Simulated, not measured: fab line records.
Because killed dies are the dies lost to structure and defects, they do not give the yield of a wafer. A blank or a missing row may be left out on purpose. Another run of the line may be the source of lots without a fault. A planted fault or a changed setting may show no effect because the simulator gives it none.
fab line records + flow sfq_line + part 2 of 2: steps 28 to 37 of 37
record
- lots=5
- wafers=15
- last_day=94
route steps=325 shown I3@144 M4@148 I4@163 JJ@178
lots with no fault: from the same line, run without faults
start_h: the number of hours between the record's first day and the start of the first shown wafer of the lot + wait_h: hours since the lot's step before + " repeats the value in the row above + L1.1+2: one row covering several wafers at once + - no value present, or no start provided + * or withheld: withheld + < > ~ a bound
route shown NAME@n: NAME is a module with steps in the file, n the number in the route of the first one + usual: mean/standard deviation of fault-free wafers + same: alike in all rows + chamber/n: place in a boat + sites: per-site readings + _std_site: the standard deviation of these + _edge_site: mean of outer sites minus mean of inner sites + radius_mm: for every site, how far away it sits from the centre of the wafer + mask NAME#n: copy n + behind: the last tool/chamber to shape the wafer + hold: why the lot went on hold/how many hours it stayed there/how the hold came to an end + device: names the non-switching transistor (n, p or np) + end of line: the route-end tests of the same wafers + a step given without rows: its recipe and nothing more + killed: at the first sort, the dies lost to defects and structure; wafer yield is something else + map: a wafer's dies, marking killed ones x, the rest . and places with no die _
set.NAME: the setting as run; set.NAME@STEP: as run at that earlier step + model.NAME: the simulator's own value behind a step, which no gauge read
a table for each step, a row for each wafer; lots at some steps of the route
services: a tool's chamber out of use, with start hour (start_h, from the record's first day; less than 0 if before it), hours out, and reason
## steps
# step SFQ_TRILAYER_I4_VIA_LITHO_DEVELOP_105
# recipe
- time_s=60
- resist=KrF
| lot.wafer  | tool           | chamber | start_h | wait_h |
|------------|----------------|---------|---------|--------|
| L081.1+2+5 | litho_track-03 | 0       | 1511.92 | 0.1    |
| L083.1+4+5 | litho_track-02 | 0       | 1521.52 | 0.1    |
| L085.4+5+6 | litho_track-04 | 0       | 1528.79 | 0.1    |
| L093.2+5+6 | litho_track-03 | 0       | 1575.79 | 0.1    |
| L095.1+5+6 | litho_track-03 | 0       | 1585.37 | 0.1    |
# step SFQ_I4_OVL_MEAS_928
# usual
- I4_OVL=3/5.7
| lot.wafer | tool       | chamber | start_h | wait_h | I4_OVL[nm] |
|-----------|------------|---------|---------|--------|------------|
| L081.1    | overlay-02 | -       | 1512.07 | 0.1    | 9          |
| L081.2    | "          | -       | "       | "      | -4         |
| L081.5    | "          | -       | "       | "      | 4          |
| L083.1    | overlay-02 | -       | 1521.67 | 0.1    | 0          |
| L083.4    | "          | -       | "       | "      | 8          |
| L083.5    | "          | -       | "       | "      | -4         |
| L085.4    | overlay-01 | -       | 1528.89 | 0.1    | 8          |
| L085.5    | "          | -       | "       | "      | -5         |
| L085.6    | "          | -       | "       | "      | 10         |
| L093.2    | overlay-01 | -       | 1575.92 | 0.1    | -5         |
| L093.5    | "          | -       | "       | "      | 13         |
| L093.6    | "          | -       | "       | "      | -3         |
| L095.1    | overlay-01 | -       | 1585.52 | 0.1    | 10         |
| L095.5    | "          | -       | "       | "      | 7          |
| L095.6    | "          | -       | "       | "      | -2         |
# step SFQ_TRILAYER_I4_VIA_BARC_OPEN_VIA_ETCH_146
# recipe
- mask_material=PR
- chemistry=O2
- target_depth_nm=125
- target=BARC
- source_w=500
- bias_w=80
- pressure_mtorr=30
- time_s=41.7
# usual
- drypump_motor_current_A=5.5/0.35
- oes_product_au=0.685/0.0049
| lot.wafer | tool        | chamber | start_h | wait_h | drypump_motor_current_A | oes_product_au | rf_hours_counter_h |
|-----------|-------------|---------|---------|--------|-------------------------|----------------|--------------------|
| L081.1    | rie_diel-04 | 3       | 1512.10 | 0.0    | 5.5                     | 0.685          | 8                  |
| L081.2    | "           | 2       | "       | "      | 4.9                     | 0.683          | 2                  |
| L081.5    | "           | 0       | "       | "      | 5.0                     | 0.682          | -                  |
| L083.1    | rie_diel-03 | 0       | 1521.70 | 0.0    | 5.6                     | 0.677          | 5                  |
| L083.4    | "           | 3       | "       | "      | 5.2                     | 0.685          | 16                 |
| L083.5    | "           | 0       | "       | "      | 5.6                     | 0.686          | -                  |
| L085.4    | rie_diel-01 | 3       | 1528.90 | 0.0    | 5.6                     | 0.687          | 12                 |
| L085.5    | "           | 2       | "       | "      | 6.2                     | 0.689          | -                  |
| L085.6    | "           | 1       | "       | "      | 5.3                     | 0.679          | -                  |
| L093.2    | rie_diel-03 | 3       | 1575.95 | 0.0    | 5.3                     | 0.686          | 16                 |
| L093.5    | "           | 2       | "       | "      | 5.7                     | 0.685          | -                  |
| L093.6    | "           | 1       | "       | "      | 5.6                     | 0.681          | -                  |
| L095.1    | rie_diel-03 | 2       | 1585.55 | 0.0    | 5.7                     | 0.683          | 15                 |
| L095.5    | "           | 1       | "       | "      | 5.6                     | 0.682          | -                  |
| L095.6    | "           | 2       | "       | "      | 5.7                     | 0.682          | -                  |
# step SFQ_TRILAYER_I4_VIA_ETCH_VIA_ETCH_106
# recipe
- target=SiO2
- stop_on=Nb
- mask_material=PR
- taper_deg=20
- chemistry=CHF3
- target_depth_nm=260
- source_w=500
- bias_w=80
- pressure_mtorr=30
- time_s=withheld
# usual
- drypump_motor_current_A=5.5/0.35
- oes_product_au=0.855/0.0051
| lot.wafer | tool        | chamber | start_h | wait_h | drypump_motor_current_A | oes_product_au |
|-----------|-------------|---------|---------|--------|-------------------------|----------------|
| L081.1    | rie_diel-04 | 3       | 1512.14 | 0.0    | 5.4                     | 0.857          |
| L081.2    | "           | 2       | "       | "      | 5.0                     | 0.860          |
| L081.5    | "           | 0       | "       | "      | 5.0                     | 0.859          |
| L083.1    | rie_diel-03 | 0       | 1521.74 | 0.0    | 5.6                     | 0.849          |
| L083.4    | "           | 3       | "       | "      | 5.3                     | 0.859          |
| L083.5    | "           | 0       | "       | "      | 5.6                     | 0.862          |
| L085.4    | rie_diel-01 | 3       | 1528.94 | 0.0    | 5.6                     | 0.861          |
| L085.5    | "           | 2       | "       | "      | 6.3                     | 0.852          |
| L085.6    | "           | 1       | "       | "      | 5.3                     | 0.858          |
| L093.2    | rie_diel-03 | 3       | 1575.99 | 0.0    | 5.3                     | 0.857          |
| L093.5    | "           | 2       | "       | "      | 5.7                     | 0.852          |
| L093.6    | "           | 1       | "       | "      | 5.6                     | 0.857          |
| L095.1    | rie_diel-03 | 2       | 1585.59 | 0.0    | 5.7                     | 0.853          |
| L095.5    | "           | 1       | "       | "      | 5.6                     | 0.847          |
| L095.6    | "           | 2       | "       | "      | 5.7                     | 0.854          |
# step SFQ_TRILAYER_I4_VIA_STRIP_STRIP_107
# recipe
- gas=O2
- power_w=200
- platen_temp_c=40
- overash_fraction=0.65
- chemistry=O2
- pressure_mtorr=50
# usual
- drypump_motor_current_A=5.35/0.16
- oes_product_au=1.002/0.0095
| lot.wafer | tool         | chamber | start_h | wait_h | drypump_motor_current_A | oes_product_au | rf_hours_counter_h |
|-----------|--------------|---------|---------|--------|-------------------------|----------------|--------------------|
| L081.1    | rie_metal-04 | 1       | 1512.26 | -      | 5.16                    | 1.009          | 22                 |
| L081.2    | "            | 0       | "       | "      | 5.27                    | 1.003          | 18                 |
| L081.5    | "            | 1       | "       | "      | 5.14                    | 1.015          | -                  |
| L083.1    | rie_metal-04 | 0       | 1521.86 | -      | 5.28                    | 0.982          | 19                 |
| L083.4    | "            | 0       | "       | "      | 5.27                    | 0.994          | -                  |
| L083.5    | "            | 1       | "       | "      | 5.18                    | 1.006          | -                  |
| L085.4    | rie_metal-04 | 1       | 1529.26 | -      | 5.18                    | 1.014          | -                  |
| L085.5    | "            | 1       | "       | "      | 5.18                    | 1.002          | -                  |
| L085.6    | "            | 0       | "       | "      | 5.22                    | 1.002          | -                  |
| L093.2    | rie_metal-04 | 1       | 1576.11 | -      | 5.16                    | 0.995          | 31                 |
| L093.5    | "            | 0       | "       | "      | 5.26                    | 0.994          | -                  |
| L093.6    | "            | 1       | "       | "      | 5.17                    | 0.998          | -                  |
| L095.1    | rie_metal-04 | 0       | 1585.71 | -      | 5.27                    | 0.997          | 26                 |
| L095.5    | "            | 1       | "       | "      | 5.17                    | 1.006          | -                  |
| L095.6    | "            | 0       | "       | "      | 5.22                    | 0.997          | -                  |
# step SFQ_TRILAYER_I4_VIA_STRIP_SOLV_CLEAN_108
# recipe
- chemistry=NMP
- temp_c=70
- time_s=600
# usual
- bath_guard_temp_C=69.9/0.47
| lot.wafer | tool         | chamber | start_h | wait_h | bath_guard_temp_C |
|-----------|--------------|---------|---------|--------|-------------------|
| L081.1    | wet_bench-01 | 5       | 1512.86 | 0.4    | 69.8              |
| L081.2    | "            | 6       | "       | "      | 70.2              |
| L081.5    | "            | 0       | "       | "      | 70.0              |
| L083.1    | wet_bench-02 | 2       | 1522.46 | 0.4    | 70.6              |
| L083.4    | "            | 0       | "       | "      | 70.2              |
| L083.5    | "            | 4       | "       | "      | 70.1              |
| L085.4    | wet_bench-02 | 2       | 1529.66 | 0.2    | 70.8              |
| L085.5    | "            | 6       | "       | "      | 70.1              |
| L085.6    | "            | 5       | "       | "      | 69.6              |
| L093.2    | wet_bench-02 | 1       | 1576.71 | 0.4    | 69.3              |
| L093.5    | "            | 2       | "       | "      | 70.2              |
| L093.6    | "            | 5       | "       | "      | 69.8              |
| L095.1    | wet_bench-02 | 5       | 1586.31 | 0.4    | 70.1              |
| L095.5    | "            | 6       | "       | "      | 70.4              |
| L095.6    | "            | 3       | "       | "      | 70.3              |
# step SFQ_TRILAYER_JJ_TRILAYER_DEP_PRE_CLEAN_113
# recipe
- gas=Ar
- time_s=22.5
- bias_v=250
| lot.wafer  | tool           | chamber | start_h | wait_h |
|------------|----------------|---------|---------|--------|
| L081.1+2+5 | pvd_sputter-05 | -       | 1513.03 | 0.0    |
| L083.1+4+5 | pvd_sputter-03 | -       | 1522.63 | 0.0    |
| L085.4+5+6 | pvd_sputter-04 | -       | 1529.85 | 0.0    |
| L093.2+5+6 | pvd_sputter-03 | -       | 1576.88 | 0.0    |
| L095.1+5+6 | pvd_sputter-04 | -       | 1586.48 | 0.0    |
# step SFQ_TRILAYER_JJ_TRILAYER_DEP_SPUTTER_109
# recipe
- material=Nb
- base_pressure_pa=1.33e-06
- chamber_pressure_pa=0.1333
- substrate_temp_c=20
- target_thk_nm=150
- power_w=2000
- time_s=100
# usual
- throttle_valve_pct=30.2/0.99
| lot.wafer | tool           | chamber | start_h | wait_h | throttle_valve_pct |
|-----------|----------------|---------|---------|--------|--------------------|
| L081.1    | pvd_sputter-05 | -       | 1513.06 | 0.0    | 30.8               |
| L081.2    | "              | -       | "       | "      | 31.5               |
| L081.5    | "              | -       | "       | "      | 31.0               |
| L083.1    | pvd_sputter-03 | -       | 1522.66 | 0.0    | 30.1               |
| L083.4    | "              | -       | "       | "      | 30.0               |
| L083.5    | "              | -       | "       | "      | 31.0               |
| L085.4    | pvd_sputter-04 | -       | 1529.88 | 0.0    | 29.4               |
| L085.5    | "              | -       | "       | "      | 29.3               |
| L085.6    | "              | -       | "       | "      | 29.3               |
| L093.2    | pvd_sputter-03 | -       | 1576.91 | 0.0    | 31.1               |
| L093.5    | "              | -       | "       | "      | 31.2               |
| L093.6    | "              | -       | "       | "      | 31.1               |
| L095.1    | pvd_sputter-04 | -       | 1586.51 | 0.0    | 29.2               |
| L095.5    | "              | -       | "       | "      | 30.6               |
| L095.6    | "              | -       | "       | "      | 29.8               |
# step SFQ_TRILAYER_JJ_TRILAYER_DEP_SPUTTER_110
# recipe
- material=Al
- base_pressure_pa=1.33e-06
- target_thk_nm=8
- power_w=500
- time_s=10
- chamber_pressure_pa=0.4
# usual
- throttle_valve_pct=30.2/1
| lot.wafer | tool           | chamber | start_h | wait_h | throttle_valve_pct |
|-----------|----------------|---------|---------|--------|--------------------|
| L081.1    | pvd_sputter-05 | -       | 1513.13 | 0.0    | 30.8               |
| L081.2    | "              | -       | "       | "      | 31.5               |
| L081.5    | "              | -       | "       | "      | 30.6               |
| L083.1    | pvd_sputter-03 | -       | 1522.73 | 0.0    | 30.0               |
| L083.4    | "              | -       | "       | "      | 30.0               |
| L083.5    | "              | -       | "       | "      | 31.4               |
| L085.4    | pvd_sputter-04 | -       | 1529.95 | 0.0    | 29.3               |
| L085.5    | "              | -       | "       | "      | 29.4               |
| L085.6    | "              | -       | "       | "      | 29.4               |
| L093.2    | pvd_sputter-03 | -       | 1576.98 | 0.0    | 30.7               |
| L093.5    | "              | -       | "       | "      | 31.2               |
| L093.6    | "              | -       | "       | "      | 31.1               |
| L095.1    | pvd_sputter-04 | -       | 1586.58 | 0.0    | 29.3               |
| L095.5    | "              | -       | "       | "      | 30.5               |
| L095.6    | "              | -       | "       | "      | 29.8               |
# step SFQ_TRILAYER_JJ_TRILAYER_DEP_AL_OXIDATION_111
# recipe
- pressure_mbar=0.014667
- oxidation_time_s=600
- temperature_k=293
| lot.wafer  | tool           | chamber | start_h | wait_h |
|------------|----------------|---------|---------|--------|
| L081.1+2+5 | pvd_sputter-05 | -       | 1513.16 | 0.0    |
| L083.1+4+5 | pvd_sputter-03 | -       | 1522.76 | 0.0    |
| L085.4+5+6 | pvd_sputter-04 | -       | 1529.97 | 0.0    |
| L093.2+5+6 | pvd_sputter-03 | -       | 1577.01 | 0.0    |
| L095.1+5+6 | pvd_sputter-04 | -       | 1586.61 | 0.0    |
## services
| tool           | chamber | start_h | hours | kind   |
|----------------|---------|---------|-------|--------|
| krf_scanner-02 | -       | 1254.87 | 0.8   | pm     |
| rie_metal-04   | 1       | 1273.82 | 12.4  | repair |
| krf_scanner-02 | -       | 1301.35 | 1.3   | pm     |
| krf_scanner-02 | -       | 1303.18 | 1.1   | repair |
| rie_metal-04   | -       | 1352.07 | 0.2   | repair |
| rie_metal-04   | -       | 1355.76 | 2.5   | repair |
| rie_metal-02   | -       | 1361.96 | 1.5   | repair |
| pvd_sputter-04 | -       | 1362.15 | 16.5  | repair |
| pvd_sputter-04 | -       | 1363.16 | 2.1   | repair |
| krf_scanner-02 | -       | 1373.60 | 1.0   | pm     |
| pvd_sputter-04 | -       | 1378.56 | 2.3   | repair |
| pvd_sputter-03 | -       | 1410.31 | 2.7   | repair |
| krf_scanner-02 | -       | 1422.63 | 0.8   | pm     |
| pvd_sputter-03 | -       | 1441.16 | 6.6   | repair |
| rie_metal-02   | -       | 1453.42 | 0.2   | repair |
| pvd_sputter-04 | -       | 1471.40 | 2.2   | repair |
| krf_scanner-02 | -       | 1476.72 | 1.3   | pm     |
| krf_scanner-02 | -       | 1481.09 | 4.4   | pm     |
| krf_scanner-02 | -       | 1485.47 | 3.6   | pm     |
| pvd_sputter-04 | -       | 1485.68 | 1.0   | repair |
| krf_scanner-02 | -       | 1489.64 | 0.7   | repair |
| rie_metal-02   | -       | 1504.21 | 0.7   | repair |
| pvd_sputter-04 | -       | 1510.94 | 8.3   | repair |
| rie_metal-04   | 0       | 1538.48 | 6.0   | repair |
